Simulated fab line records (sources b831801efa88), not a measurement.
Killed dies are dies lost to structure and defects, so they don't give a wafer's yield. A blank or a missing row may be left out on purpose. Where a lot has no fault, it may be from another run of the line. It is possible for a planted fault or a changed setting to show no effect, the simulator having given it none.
Which of the tools did it? | flow sky130 | 39 wafers from 13 lots sampled at 4 of the route's 708 steps

== WHAT THE GAUGES SHOWED, per wafer ==
SKY_LI_CONTACT_THK_MEAS_01. Usual: LI_CONTACT_HDPCVD_THK 935 nm, standard deviation 8.7.
lot  | measured     | on            | LI_CONTACT_HDPCVD_THK (nm) | flag
L830 | day 29 19:47 | film metro-02 | 934 937 949                |
L833 | day 30 19:13 | film metro-02 | 935 943 941                |
L834 | day 30 19:52 | film metro-04 | 927 928 924                |
L837 | day 31 12:00 | film metro-04 | 940 945 943                |
L839 | day 31 23:37 | film metro-02 | 936 934 939                |
L840 | day 32 07:01 | film metro-01 | 938 943 934                |
L841 | day 32 17:34 | film metro-01 | 934 940 938                |
L844 | day 34 00:04 | film metro-01 | 939 939 947                |
L843 | day 34 00:20 | film metro-04 | 936 929 925                |
L845 | day 34 01:31 | film metro-01 | 924 947 935                |
L846 | day 34 07:55 | film metro-04 | 933 928 917                |
L849 | day 35 07:47 | film metro-01 | 940 924 931                |
L850 | day 35 10:04 | film metro-04 | 923 936 949                |

SKY_METAL1_THK_MEAS_06: measures by xrf. Usual: METAL1_ALCU_THK 251.7 nm, standard deviation 2.9.
lot  | measured     | on            | METAL1_ALCU_THK (nm) | flag
L830 | day 33 12:07 | film metro-02 | 247.8 247.9 246.5    |
L833 | day 34 09:09 | film metro-01 | 252.9 249.9 253.8    |
L834 | day 34 10:13 | film metro-01 | 256.1 251.4 256.8    |
L837 | day 35 01:56 | film metro-03 | 252.7 248.6 251.0    |
L839 | day 35 12:58 | film metro-03 | 257.5 254.3 256.5    |
L840 | day 35 18:50 | film metro-03 | 257.0 258.7 259.5    |
L841 | day 36 06:33 | film metro-02 | 247.6 249.6 248.1    |
L846 | day 37 18:38 | film metro-01 | 250.7 247.8 250.1    |
L849 | day 38 18:08 | film metro-02 | 250.1 253.1 252.0    |
L850 | day 38 20:03 | film metro-01 | 251.3 253.2 252.7    |

== TOOL THAT RAN EACH LOT (tool first, then ch and the chambers of the sampled wafers, then the start) ==
lot  | SKY_LI_CONTACT_STRIP_16              | SKY_LI_CONTACT_CMP_24
L830 | plasma asher-04 ch 0,1, day 31 01:13 | cmp-01 ch 0,1,3, day 31 02:03
L833 | plasma asher-03 ch 0,1, day 31 23:29 | cmp-01 ch 1,2, day 32 00:15
L834 | plasma asher-03 ch 0,1, day 32 00:42 | cmp-01 ch 0,1,2, day 32 01:27
L837 | plasma asher-04 ch 0,1, day 32 16:21 | cmp-01 ch 0,2,3, day 32 17:19
L839 | plasma asher-04 ch 1, day 33 03:22   | cmp-01 ch 2,3, day 33 04:06
L840 | plasma asher-04 ch 0,1, day 33 09:54 | cmp-02 ch 0,1,2, day 33 10:44
L841 | plasma asher-02 ch 0,1, day 33 20:35 | cmp-02 ch 0,1,3, day 33 21:33
L844 | plasma asher-04 ch 0,1, day 35 03:08 | cmp-02 ch 0,1,2, day 35 04:01
L843 | plasma asher-03 ch 0,1, day 35 03:19 | cmp-01 ch 0,2,3, day 35 04:11
L845 | plasma asher-02 ch 0, day 35 04:28   | cmp-01 ch 0,1,2, day 35 05:15
L846 | plasma asher-04 ch 0,1, day 35 10:34 | cmp-01 ch 0,2, day 35 11:22
L849 | plasma asher-04 ch 0,1, day 36 10:34 | cmp-02 ch 0,1, day 36 11:21
L850 | plasma asher-03 ch 0,1, day 36 12:07 | cmp-01 ch 0,1,2, day 36 13:02
- SKY_LI_CONTACT_STRIP_16: strips in O2/N2.
- SKY_LI_CONTACT_CMP_24: polishes, stops on PSG, t overpolish 20 s, target thk 0 nm.

== AS READ BY THE TOOLS THEMSELVES (means over the sampled wafers that have a number; for cases with no such wafer, the mark the record gives instead) ==
SKY_LI_CONTACT_STRIP_16. Usual: drypump motor current A 5.81 A, standard deviation 0.2; oes product au 0.375 a.u., standard deviation 0.0047; strip time to endpoint s 3.492 s, standard deviation 0.026.
lot  | tool            | drypump motor current A (A) | oes product au (a.u.) | strip time to endpoint s (s) | flag
L830 | plasma asher-04 | 6.03                        | 0.372                 | 3.529                        |
L833 | plasma asher-03 | 5.66                        | 0.378                 | 3.464                        |
L834 | plasma asher-03 | 5.70                        | 0.372                 | 3.463                        |
L837 | plasma asher-04 | 6.04                        | 0.370                 | 3.473                        |
L839 | plasma asher-04 | 6.14                        | 0.371                 | 3.500                        |
L840 | plasma asher-04 | 5.92                        | 0.374                 | 3.495                        |
L841 | plasma asher-02 | 5.66                        | 0.375                 | 3.481                        |
L844 | plasma asher-04 | 6.05                        | 0.376                 | 3.503                        |
L843 | plasma asher-03 | 5.65                        | 0.378                 | 3.511                        |
L845 | plasma asher-02 | 5.55                        | 0.371                 | 3.482                        |
L846 | plasma asher-04 | 6.04                        | 0.374                 | 3.479                        |
L849 | plasma asher-04 | 5.92                        | 0.375                 | 3.481                        |
L850 | plasma asher-03 | 5.70                        | 0.379                 | 3.506                        |

SKY_LI_CONTACT_CMP_24. Usual: edge zone pressure frac 1.000, standard deviation 0.0051; head pressure psi 3.500 psi, standard deviation 0.0082; motor current A 11.2 A, standard deviation 0.92; overpolish run s 20.000 s, standard deviation 0.0087; time to endpoint s 97 s, standard deviation 3.6.
lot  | tool   | edge zone pressure frac | head pressure psi (psi) | motor current A (A) | overpolish run s (s) | time to endpoint s (s) | flag
L830 | cmp-01 | 1.002                   | 3.500                   | 11.6                | 20.003               | 93                     |
L833 | cmp-01 | 1.000                   | 3.502                   | 11.6                | 19.997               | 95                     |
L834 | cmp-01 | 0.999                   | 3.497                   | 11.4                | 20.010               | 100                    |
L837 | cmp-01 | 0.999                   | 3.492                   | 10.8                | 19.994               | 98                     |
L839 | cmp-01 | 1.000                   | 3.504                   | 11.0                | 19.999               | 97                     |
L840 | cmp-02 | 1.000                   | 3.503                   | 11.4                | 20.001               | 101                    |
L841 | cmp-02 | 1.000                   | 3.499                   | 11.2                | 19.998               | 98                     |
L844 | cmp-02 | -                       | -                       | -                   | -                    | -                      | OFF
L843 | cmp-01 | -                       | -                       | -                   | -                    | -                      | OFF
L845 | cmp-01 | -                       | -                       | -                   | -                    | -                      | OFF
L846 | cmp-01 | 1.003                   | 3.500                   | 10.1                | 19.997               | 93                     |
L849 | cmp-02 | 0.992                   | 3.499                   | 11.8                | 20.008               | 95                     |
L850 | cmp-01 | 1.005                   | 3.502                   | 11.0                | 20.005               | 95                     |

== THE ANSWER, worked out from the rows above alone ==
Rule: lot off if the mean of its wafers having a number is beyond 3 standard deviations from the usual mean. A lot without any number at a reading at which 4 lots or more have one is off too. Where the step has rows for the other lots, those lots are counted as sound. The gauges are gone through in route order, then the tools' own readings, and for those a lot's mean is taken as printed above. The first step at which some lot is off is used, and at that step the reading that is off furthest; a lot without a number counts as furthest.
Off at SKY_LI_CONTACT_CMP_24 (edge zone pressure frac): L844, L843, L845. Without a number there: L844, L843, L845.
A tool fits if, at that step or a process step before it, it ran every lot that is off, and no sound lot after the first of them. None of those tried fits.

== WHAT WAS PUT IN BY THE SIMULATOR ==
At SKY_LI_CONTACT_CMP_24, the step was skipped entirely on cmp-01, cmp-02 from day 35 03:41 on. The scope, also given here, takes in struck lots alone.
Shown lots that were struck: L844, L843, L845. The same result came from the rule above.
